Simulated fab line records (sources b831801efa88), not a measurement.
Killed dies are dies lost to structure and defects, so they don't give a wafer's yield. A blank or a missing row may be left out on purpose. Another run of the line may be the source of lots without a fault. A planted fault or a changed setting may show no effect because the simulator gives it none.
The tool behind it: which one?    flow sky130    Sampling: 12 lots, 36 wafers, 3 of 708 route steps

## WHAT EACH GAUGE READ, for each wafer
SKY_VIA4_RS_MEAS_19: measures by four-point-probe. Usual: VIA4_W_RS typically reads 0.2255 ohm/sq, with standard deviation 0.0027.
lot   measured      on             VIA4_W_RS (ohm/sq)    flag
L822  day 43 02:54  film metro-04  0.2246 0.2239 0.2262  
L823  day 43 11:22  film metro-03  0.2278 0.2260 0.2278  
L826  day 44 02:59  film metro-02  0.2225 0.2211 0.2242  
L828  day 44 13:26  film metro-04  0.2250 0.2210 0.2212  
L829  day 44 21:28  film metro-02  0.2240 0.2266 0.2222  
L830  day 45 01:31  film metro-04  0.2301 0.2284 0.2315  
L831  day 45 09:41  film metro-04  0.2226 0.2239 0.2244  
L832  day 45 16:07  film metro-03  0.2263 0.2240 0.2268  
L837  day 46 21:07  film metro-03  0.2241 0.2284 0.2264  
L841  day 47 18:50  film metro-03  0.2256 0.2240 0.2272  
L842  day 48 03:17  film metro-04  0.2262 0.2287 0.2273  
L844  day 48 08:41  film metro-02  0.2288 0.2291 0.2283  

## WHICH TOOL RAN EACH LOT (tool, then ch and the chambers of the sampled wafers, then the start)
lot   SKY_VIA2_CMP_24                SKY_CAP2M_SOFTBAKE_08
L822  cmp-01 ch 2,3, day 36 16:02    litho track-01 ch 0, day 40 13:06
L823  cmp-01 ch 0,2,3, day 36 23:44  litho track-02 ch 0, day 40 20:49
L826  cmp-02 ch 1,2,3, day 37 21:22  litho track-02 ch 0, day 41 15:46
L828  cmp-01 ch 0,1, day 38 08:49    litho track-01 ch 0, day 42 01:30
L829  cmp-02 ch 1,2, day 38 17:07    litho track-01 ch 0, day 42 09:39
L830  cmp-01 ch 1,2, day 38 21:52    litho track-01 ch 0, day 42 15:22
L831  cmp-02 ch 0,1,3, day 39 06:31  litho track-02 ch 0, day 42 23:07
L832  cmp-02 ch 0,1,2, day 39 14:14  litho track-04 ch 0, day 43 06:06
L837  cmp-02 ch 1,2, day 41 00:54    litho track-04 ch 0, day 44 13:49
L841  cmp-01 ch 0,1,2, day 42 00:57  litho track-04 ch 0, day 45 11:24
L842  cmp-01 ch 1,3, day 42 12:08    litho track-02 ch 0, day 45 22:01
L844  cmp-01 ch 0,1,2, day 42 17:27  litho track-02 ch 0, day 46 03:17
- SKY_VIA2_CMP_24: polishes, stops on SiO2, t overpolish 20 s, target thk 0 nm.
- SKY_CAP2M_SOFTBAKE_08: time 60 s.

## AS READ BY THE TOOLS THEMSELVES (means over the sampled wafers that have a number; for cases with no such wafer, the mark the record gives instead)
SKY_VIA2_CMP_24. Usual: motor current A 11.5 A, standard deviation 1.2; overpolish run s 20.000 s, standard deviation 0.009; time to endpoint s 99.4 s, standard deviation 2.8.
lot   tool    motor current A (A)  overpolish run s (s)  time to endpoint s (s)  flag
L822  cmp-01  10.9                 19.996                96.9                    
L823  cmp-01  10.7                 20.004                95.6                    
L826  cmp-02  11.7                 20.001                98.9                    
L828  cmp-01  11.0                 20.000                96.0                    
L829  cmp-02  12.7                 20.002                98.4                    
L830  cmp-01  10.0                 20.002                98.0                    
L831  cmp-02  12.4                 19.992                100.7                   
L832  cmp-02  12.2                 20.014                98.1                    
L837  cmp-02  12.1                 19.997                99.0                    
L841  cmp-01  10.4                 19.992                99.6                    
L842  cmp-01  12.1                 20.004                98.3                    
L844  cmp-01  10.4                 20.001                101.7                   

SKY_CAP2M_SOFTBAKE_08. Usual: chill plate temp C 23.00 C, standard deviation 0.11; heater power total W 56.59 W, standard deviation 0.046; run length s 89.2 s, standard deviation 0.37.
lot   tool            chill plate temp C (C)  heater power total W (W)  run length s (s)  flag
L822  litho track-01  22.97                   56.59                     88.7              
L823  litho track-02  23.12                   56.61                     89.4              
L826  litho track-02  22.93                   56.57                     89.3              
L828  litho track-01  22.95                   56.59                     88.7              
L829  litho track-01  22.94                   56.89                     87.7              OFF
L830  litho track-01  22.97                   56.91                     87.6              OFF
L831  litho track-02  23.07                   56.58                     89.3              
L832  litho track-04  22.97                   56.60                     89.6              
L837  litho track-04  22.89                   56.56                     89.5              
L841  litho track-04  22.97                   56.60                     89.7              
L842  litho track-02  22.93                   56.60                     89.4              
L844  litho track-02  22.88                   56.63                     89.4              

## THE ANSWER, worked out from the rows above alone
Rule: take the mean of a lot's wafers that have a number; if it is more than 3 standard deviations from the usual mean, the lot is off. Also off: a lot with no number at a reading for which 4 or more lots have one. The other lots that the step has rows for count as sound. The gauges are gone through in route order, then the tools' own readings, and for those a lot's mean is taken as printed above. At the first step where some lot is off, the reading lying furthest off is the one used; lots without a number count as furthest.
Off: L829, L830 (SKY_CAP2M_SOFTBAKE_08, heater power total W).
A tool fits if, at that step or a process step before it, it ran every lot that is off, and no sound lot after the first of them. One fits: litho track-01 at SKY_CAP2M_SOFTBAKE_08. A fault onset in the window from L828 (day 42 01:30, its last sound lot) to L829 (day 42 09:39, its first lot off) fits.
The tool's own readings at SKY_CAP2M_SOFTBAKE_08 bear it out: on the lots that are off they differ by more than 5 times the standard deviation of the sound lots' means. heater power total W reads 56.90 W there against 56.59 W on the sound lots; run length s reads 87.7 s there against 89.3 s on the sound lots.

## WHAT THE SIMULATOR HAD PUT IN
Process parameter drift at SKY_CAP2M_SOFTBAKE_08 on litho track-01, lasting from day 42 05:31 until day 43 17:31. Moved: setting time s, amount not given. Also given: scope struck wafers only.
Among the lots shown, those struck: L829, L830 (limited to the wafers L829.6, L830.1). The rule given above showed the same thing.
